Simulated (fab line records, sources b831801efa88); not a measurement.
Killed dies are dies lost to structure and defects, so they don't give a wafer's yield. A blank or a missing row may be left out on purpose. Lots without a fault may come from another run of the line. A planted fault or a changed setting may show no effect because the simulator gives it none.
Which tool did it? | flow sky130 | 11 lots, 33 wafers sampled, at 5 steps of a route of 708

WHAT THE GAUGES READ, wafer by wafer
SKY_VT_ADJUST_NCORE_TW_MEAS_11. Usual: VT_ADJUST_NCORE_TW 218.7, standard deviation 1.3.
lot  | measured     | on            | VT_ADJUST_NCORE_TW | flag
L375 | day 9 04:43  | film_metro-03 | 217.6 218.9 218.8  |
L376 | day 9 12:22  | film_metro-03 | 216.9 218.8 218.7  |
L378 | day 10 04:19 | film_metro-04 | 218.1 218.0 217.7  |
L379 | day 10 15:50 | film_metro-01 | 220.8 219.7 219.5  |
L380 | day 11 00:26 | film_metro-01 | 220.9 221.4 221.2  |
L381 | day 11 03:53 | film_metro-01 | 221.9 220.8 220.8  |
L384 | day 12 00:48 | film_metro-04 | 217.9 218.8 218.2  |
L385 | day 12 03:55 | film_metro-03 | 217.8 218.1 218.2  |
L394 | day 14 20:19 | film_metro-01 | 231.0 230.4 231.0  | OFF
L395 | day 15 04:15 | film_metro-03 | 230.2 230.4 231.2  | OFF
L396 | day 15 07:28 | film_metro-03 | 219.6 218.4 217.6  |

WHICH TOOL RAN EACH LOT (tool, then ch and the chambers of the sampled wafers, then the start)
lot  | SKY_NWELL_RTA_28                 | SKY_VT_ADJUST_HVTP_STRIP_10          | SKY_VT_ADJUST_NCORE_IMPLANT_09  | SKY_VT_ADJUST_NCORE_STRIP_10
L375 | rtp_anneal-02 ch 0, day 5 18:28  | plasma_asher-01 ch 0,1, day 6 13:58  | implanter-02 ch 0, day 9 04:29  | plasma_asher-02 ch 0,1, day 9 04:37
L376 | rtp_anneal-01 ch 0, day 6 01:54  | plasma_asher-01 ch 0,1, day 6 21:10  | implanter-01 ch 0, day 9 12:10  | plasma_asher-04 ch 0,1, day 9 12:16
L378 | rtp_anneal-01 ch 0, day 6 15:10  | plasma_asher-01 ch 0,1, day 7 11:25  | implanter-02 ch 0, day 10 04:05 | plasma_asher-01 ch 0,1, day 10 04:13
L379 | rtp_anneal-01 ch 0, day 6 23:59  | plasma_asher-04 ch 0,1, day 7 20:56  | implanter-01 ch 0, day 10 15:37 | plasma_asher-04 ch 0,1, day 10 15:44
L380 | rtp_anneal-02 ch 0, day 7 07:08  | plasma_asher-03 ch 0,1, day 8 05:13  | implanter-03 ch 0, day 11 00:11 | plasma_asher-02 ch 1, day 11 00:20
L381 | rtp_anneal-01 ch 0, day 7 11:17  | plasma_asher-01 ch 0,1, day 8 08:50  | implanter-02 ch 0, day 11 03:38 | plasma_asher-02 ch 0,1, day 11 03:47
L384 | rtp_anneal-02 ch 0, day 8 05:42  | plasma_asher-04 ch 0,1, day 9 03:02  | implanter-01 ch 0, day 12 00:34 | plasma_asher-01 ch 0,1, day 12 00:41
L385 | rtp_anneal-01 ch 0, day 8 09:00  | plasma_asher-01 ch 1, day 9 06:20    | implanter-03 ch 0, day 12 03:40 | plasma_asher-02 ch 0,1, day 12 03:48
L394 | rtp_anneal-01 ch 0, day 10 19:38 | plasma_asher-04 ch 0,1, day 11 19:10 | implanter-02 ch 0, day 14 20:04 | plasma_asher-01 ch 0,1, day 14 20:13
L395 | rtp_anneal-02 ch 0, day 10 23:03 | plasma_asher-01 ch 0,1, day 11 23:11 | implanter-02 ch 0, day 15 04:01 | plasma_asher-04 ch 0,1, day 15 04:08
L396 | rtp_anneal-02 ch 0, day 11 02:43 | plasma_asher-03 ch 0,1, day 12 02:14 | implanter-01 ch 0, day 15 07:14 | plasma_asher-02 ch 0,1, day 15 07:22
- SKY_NWELL_RTA_28: time 30 s.
- SKY_VT_ADJUST_HVTP_STRIP_10: strips in O2/N2.
- SKY_VT_ADJUST_NCORE_IMPLANT_09
- SKY_VT_ADJUST_NCORE_STRIP_10: strips in O2/N2.

WHAT THE TOOLS THEMSELVES READ (means of the sampled wafers that have a number; where no wafer has one, the mark that the record gives instead)
SKY_NWELL_RTA_28. Usual: lamp_power_pct 25.30 %, standard deviation 0.047; ramp_up_c_per_s 150.00, standard deviation 0.028; wafer_temp_C_max 1054.9, standard deviation 0.93.
lot  | tool          | lamp_power_pct (%) | ramp_up_c_per_s | wafer_temp_C_max | flag
L375 | rtp_anneal-02 | 25.29              | 150.00          | 1055.0           |
L376 | rtp_anneal-01 | 25.31              | 149.98          | 1054.4           |
L378 | rtp_anneal-01 | 25.31              | 150.00          | 1055.8           |
L379 | rtp_anneal-01 | 25.34              | 150.03          | 1054.9           |
L380 | rtp_anneal-02 | 25.31              | 149.99          | 1055.2           |
L381 | rtp_anneal-01 | 25.30              | 149.97          | 1054.7           |
L384 | rtp_anneal-02 | 25.29              | 149.98          | 1054.6           |
L385 | rtp_anneal-01 | 25.35              | 150.00          | 1054.2           |
L394 | rtp_anneal-01 | 25.33              | 150.02          | 1054.5           |
L395 | rtp_anneal-02 | 25.27              | 150.00          | 1054.0           |
L396 | rtp_anneal-02 | 25.35              | 149.99          | 1054.9           |

SKY_VT_ADJUST_HVTP_STRIP_10. Usual: drypump_motor_current_A 5.7 A, standard deviation 0.35; n2_flow_sccm 300.0 sccm, standard deviation 0.89; oes_product_au 0.715 a.u., standard deviation 0.0044; strip_time_to_endpoint_s 14.27 s, standard deviation 0.031.
lot  | tool            | drypump_motor_current_A (A) | n2_flow_sccm (sccm) | oes_product_au (a.u.) | strip_time_to_endpoint_s (s) | flag
L375 | plasma_asher-01 | 6.1                         | 300.0               | 0.713                 | 14.27                        |
L376 | plasma_asher-01 | 6.1                         | 299.6               | 0.718                 | 14.24                        |
L378 | plasma_asher-01 | 6.0                         | 299.6               | 0.714                 | 14.26                        |
L379 | plasma_asher-04 | 5.3                         | 300.4               | 0.718                 | 14.28                        |
L380 | plasma_asher-03 | 5.6                         | 300.7               | 0.712                 | 14.28                        |
L381 | plasma_asher-01 | 6.0                         | 300.7               | 0.718                 | 14.27                        |
L384 | plasma_asher-04 | 5.5                         | 299.9               | 0.715                 | 14.29                        |
L385 | plasma_asher-01 | 5.9                         | 298.9               | 0.713                 | 14.27                        |
L394 | plasma_asher-04 | 5.3                         | 300.6               | 0.715                 | 14.25                        |
L395 | plasma_asher-01 | 6.0                         | 300.4               | 0.714                 | 14.25                        |
L396 | plasma_asher-03 | 5.6                         | 300.3               | 0.716                 | 14.23                        |

SKY_VT_ADJUST_NCORE_IMPLANT_09. Usual: beam_energy_keV 10.000, standard deviation 0.0029.
lot  | tool         | beam_energy_keV | flag
L375 | implanter-02 | 9.996           |
L376 | implanter-01 | 10.003          |
L378 | implanter-02 | 10.002          |
L379 | implanter-01 | 10.003          |
L380 | implanter-03 | 10.000          |
L381 | implanter-02 | 9.999           |
L384 | implanter-01 | 9.999           |
L385 | implanter-03 | 10.001          |
L394 | implanter-02 | 12.555          | OFF
L395 | implanter-02 | 12.557          | OFF
L396 | implanter-01 | 10.005          |

SKY_VT_ADJUST_NCORE_STRIP_10. Usual: drypump_motor_current_A 5.87 A, standard deviation 0.3; n2_flow_sccm 300.0 sccm, standard deviation 0.96; oes_product_au 0.716 a.u., standard deviation 0.0044; strip_time_to_endpoint_s 14.17 s, standard deviation 0.042.
lot  | tool            | drypump_motor_current_A (A) | n2_flow_sccm (sccm) | oes_product_au (a.u.) | strip_time_to_endpoint_s (s) | flag
L375 | plasma_asher-02 | 5.93                        | 299.9               | 0.712                 | 14.14                        |
L376 | plasma_asher-04 | 5.45                        | 300.4               | 0.718                 | 14.17                        |
L378 | plasma_asher-01 | 6.04                        | 300.8               | 0.715                 | 14.12                        |
L379 | plasma_asher-04 | 5.28                        | 300.6               | 0.713                 | 14.22                        |
L380 | plasma_asher-02 | 5.72                        | 299.5               | 0.714                 | 14.14                        |
L381 | plasma_asher-02 | 5.83                        | 300.1               | 0.720                 | 14.13                        |
L384 | plasma_asher-01 | 6.00                        | 300.9               | 0.721                 | 14.19                        |
L385 | plasma_asher-02 | 5.82                        | 299.8               | 0.716                 | 14.22                        |
L394 | plasma_asher-01 | 6.01                        | 300.0               | 0.716                 | 14.14                        |
L395 | plasma_asher-04 | 5.44                        | 300.3               | 0.712                 | 14.11                        |
L396 | plasma_asher-02 | 5.89                        | 299.6               | 0.715                 | 14.13                        |

THE ANSWER, worked out from the rows above alone
Rule: a lot is off if the mean of its wafers that have a number lies more than 3 standard deviations from the usual mean. A lot without any number at a reading at which 4 lots or more have one is off too. The other lots that the step has rows for count as sound. The gauges are gone through in route order, then the tools' own readings, and for those a lot's mean is taken as printed above. The first step at which some lot is off is used, and at that step the reading that is off furthest; a lot without a number counts as furthest.
Off: L394, L395, at SKY_VT_ADJUST_NCORE_TW_MEAS_11 (VT_ADJUST_NCORE_TW).
A tool fits if, at a process step before that reading, it ran every lot that is off, and no sound lot after the first of them. The gauges at SKY_VT_ADJUST_NCORE_TW_MEAS_11 aren't tried: what is off there is off at SKY_VT_ADJUST_NCORE_IMPLANT_09 too, on other tools, and a gauge's error can't cause that. One fits: implanter-02 at SKY_VT_ADJUST_NCORE_IMPLANT_09. Its last sound lot is L381 (day 11 03:38), its first lot that is off L394 (day 14 20:04): a fault that began between those two fits.
The tool's own readings at SKY_VT_ADJUST_NCORE_IMPLANT_09 bear it out: on the lots that are off they differ by more than 5 times the standard deviation of the sound lots' means. beam_energy_keV reads 12.556 there against 10.001 on the sound lots.

WHAT THE SIMULATOR HAD PUT IN
Process parameter drift: implanter-02, from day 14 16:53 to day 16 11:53, at SKY_VT_ADJUST_NCORE_IMPLANT_09. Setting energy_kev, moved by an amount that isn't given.
Lots struck among those shown: L394, L395. The rule above found the same.
